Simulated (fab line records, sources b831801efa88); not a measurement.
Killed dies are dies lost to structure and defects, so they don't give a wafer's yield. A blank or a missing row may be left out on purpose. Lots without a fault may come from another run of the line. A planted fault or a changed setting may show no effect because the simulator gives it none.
Which tool did it? | flow gf180mcu | 12 lots, 36 wafers sampled, at 4 steps of a route of 602

WHAT THE GAUGES READ, wafer by wafer
GF_MVPSD_OVL_MEAS_07.
lot  | measured     | on         | MVPSD_OVL (nm)
L955 | day 4 23:22  | overlay-02 | 0.6 1.2 -0.4
L956 | day 5 06:04  | overlay-01 | -1.1 0.9 1.0
L957 | day 5 14:16  | overlay-02 | 0.0 2.6 2.2
L958 | day 5 18:48  | overlay-02 | 1.0 2.0 1.6
L961 | day 6 14:27  | overlay-02 | -0.7 0.1 -0.5
L962 | day 6 19:34  | overlay-02 | 0.0 0.9 1.6
L963 | day 6 23:43  | overlay-02 | -0.7 0.1 1.8
L973 | day 9 12:34  | overlay-02 | 0.4 1.3 3.6
L974 | day 9 19:13  | overlay-01 | -1.6 0.3 1.2
L975 | day 10 01:28 | overlay-02 | 1.6 -0.1 0.0
L977 | day 10 14:58 | overlay-01 | -1.1 0.4 -1.0
L978 | day 10 16:52 | overlay-02 | 0.7 1.1 0.1

GF_HV_LDD_CD_MEAS_31: target cd 400 nm.
lot  | measured     | on        | cd_nm (nm)
L955 | day 11 13:43 | cd_sem-02 | 396.7 396.4 397.5
L956 | day 11 19:51 | cd_sem-02 | 399.0 396.4 399.1
L957 | day 12 06:26 | cd_sem-02 | 400.4 399.3 398.6
L958 | day 12 11:50 | cd_sem-01 | 402.6 405.1 404.6
L961 | day 13 13:53 | cd_sem-01 | 400.5 401.8 401.3
L962 | day 14 01:26 | cd_sem-02 | 397.9 400.2 398.2
L963 | day 14 08:17 | cd_sem-01 | 400.2 401.4 401.2
L973 | day 17 10:26 | cd_sem-01 | 403.0 402.5 399.8
L974 | day 17 16:09 | cd_sem-02 | 400.8 401.2 400.5
L975 | day 18 04:07 | cd_sem-02 | 401.9 398.1 403.9
L977 | day 18 21:05 | cd_sem-01 | 396.6 398.9 401.0
L978 | day 19 01:09 | cd_sem-01 | 396.1 395.5 396.5

WHICH TOOL RAN EACH LOT (tool, then ch and the chambers of the sampled wafers, then the start)
lot  | GF_STI_WET_ETCH_27             | GF_MVSD_STRIP_10
L955 | wet_bench-04 ch 1, day 2 04:01 | plasma_asher-02 ch 0,1, day 4 09:07
L956 | wet_bench-03 ch 2, day 2 09:30 | plasma_asher-04 ch 0,1, day 4 16:38
L957 | wet_bench-03 ch 1, day 2 15:51 | plasma_asher-03 ch 0,1, day 4 23:38
L958 | wet_bench-01 ch 0, day 2 20:35 | plasma_asher-02 ch 0,1, day 5 04:29
L961 | wet_bench-04 ch 1, day 3 12:01 | plasma_asher-04 ch 0,1, day 5 23:20
L962 | wet_bench-04 ch 0, day 3 16:55 | plasma_asher-04 ch 1, day 6 04:14
L963 | wet_bench-01 ch 1, day 3 22:07 | plasma_asher-02 ch 0,1, day 6 08:41
L973 | wet_bench-03 ch 0, day 6 01:20 | plasma_asher-02 ch 0,1, day 8 19:02
L974 | wet_bench-01 ch 3, day 6 06:36 | plasma_asher-02 ch 0,1, day 9 01:44
L975 | wet_bench-03 ch 0, day 6 12:45 | plasma_asher-02 ch 0,1, day 9 07:59
L977 | wet_bench-01 ch 0, day 6 20:41 | plasma_asher-03 ch 1, day 9 21:17
L978 | wet_bench-01 ch 0, day 7 02:26 | plasma_asher-04 ch 1, day 9 22:29
- GF_STI_WET_ETCH_27: etches Si3N4 in H3PO4, target depth 160 nm, time 1825 s.
- GF_MVSD_STRIP_10: strips in O2/N2.

WHAT THE TOOLS THEMSELVES READ (means of the sampled wafers that have a number; where no wafer has one, the mark that the record gives instead)
GF_STI_WET_ETCH_27.
lot  | tool         | run_length_s (s)
L955 | wet_bench-04 | 1850
L956 | wet_bench-03 | 1851
L957 | wet_bench-03 | 1853
L958 | wet_bench-01 | 1853
L961 | wet_bench-04 | 2074
L962 | wet_bench-04 | 2075
L963 | wet_bench-01 | 1848
L973 | wet_bench-03 | 1849
L974 | wet_bench-01 | 1851
L975 | wet_bench-03 | 1849
L977 | wet_bench-01 | 1852
L978 | wet_bench-01 | 1852

GF_MVSD_STRIP_10.
lot  | tool            | chamber_pressure_mTorr (mTorr) | drypump_motor_current_A (A) | heater_power_w (W) | o2_flow_sccm (sccm) | oes_product_au (a.u.) | strip_time_to_endpoint_s (s)
L955 | plasma_asher-02 | 1499.9                         | 5.90                        | 315                | 2939                | 0.719                 | 37.03
L956 | plasma_asher-04 | 1499.5                         | 5.48                        | 331                | 2947                | 0.724                 | 36.93
L957 | plasma_asher-03 | 1501.2                         | 5.47                        | 321                | 2946                | 0.726                 | 36.96
L958 | plasma_asher-02 | 1499.9                         | 5.90                        | 315                | 2941                | 0.721                 | 37.10
L961 | plasma_asher-04 | 1500.7                         | 5.36                        | 349                | 2937                | 0.723                 | 36.98
L962 | plasma_asher-04 | 1499.1                         | 5.28                        | 371                | 2945                | 0.722                 | 37.01
L963 | plasma_asher-02 | 1499.5                         | 5.92                        | 313                | 2945                | 0.723                 | 37.01
L973 | plasma_asher-02 | 1499.8                         | 5.78                        | 319                | 2938                | 0.722                 | 37.04
L974 | plasma_asher-02 | 1500.5                         | 5.77                        | 320                | 2940                | 0.720                 | 36.99
L975 | plasma_asher-02 | 1500.1                         | 5.93                        | 313                | 2945                | 0.721                 | 37.03
L977 | plasma_asher-03 | 1499.2                         | 5.34                        | 317                | 2930                | 0.723                 | 36.96
L978 | plasma_asher-04 | 1498.7                         | 5.30                        | 377                | 2946                | 0.722                 | 37.00

THE ANSWER, worked out from the rows above alone
Rule: what is usual is taken from the lots themselves. Put in order of their means at a reading, lots are off if they are a third of the lots or fewer, leave a main group of 4 or more, and stand apart from it by a gap of 3 or more times the standard deviation of the main group's means; of several such gaps the widest counts. A main group whose means are all the same, to the digits that the tables above print for the reading, isn't used. A lot without any number at a reading at which 4 lots or more have one is off too. The other lots that the step has rows for count as sound. The gauges are gone through in route order, then the tools' own readings, and for those a lot's mean is taken as printed above. The first step at which some lot is off is used, and at that step the reading that is off furthest; a lot without a number counts as furthest.
Off: L961, L962, at GF_STI_WET_ETCH_27 (run_length_s). The main group: mean 1851 s, standard deviation 1.7.
A tool fits if, at that step or a process step before it, it ran every lot that is off, and no sound lot after the first of them. One fits: wet_bench-04 at GF_STI_WET_ETCH_27. Its last sound lot is L955 (day 2 04:01), its first lot that is off L961 (day 3 12:01): a fault that began between those two fits.
The tool's own readings at GF_STI_WET_ETCH_27 bear it out: on the lots that are off they differ by more than 5 times the standard deviation of the sound lots' means. run_length_s reads 2074 s there against 1851 s on the sound lots.

WHAT THE SIMULATOR HAD PUT IN
Process parameter drift: wet_bench-04, from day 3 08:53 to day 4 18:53, at GF_STI_WET_ETCH_27. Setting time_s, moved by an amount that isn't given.
Lots struck among those shown: L961, L962. The rule above found the same.
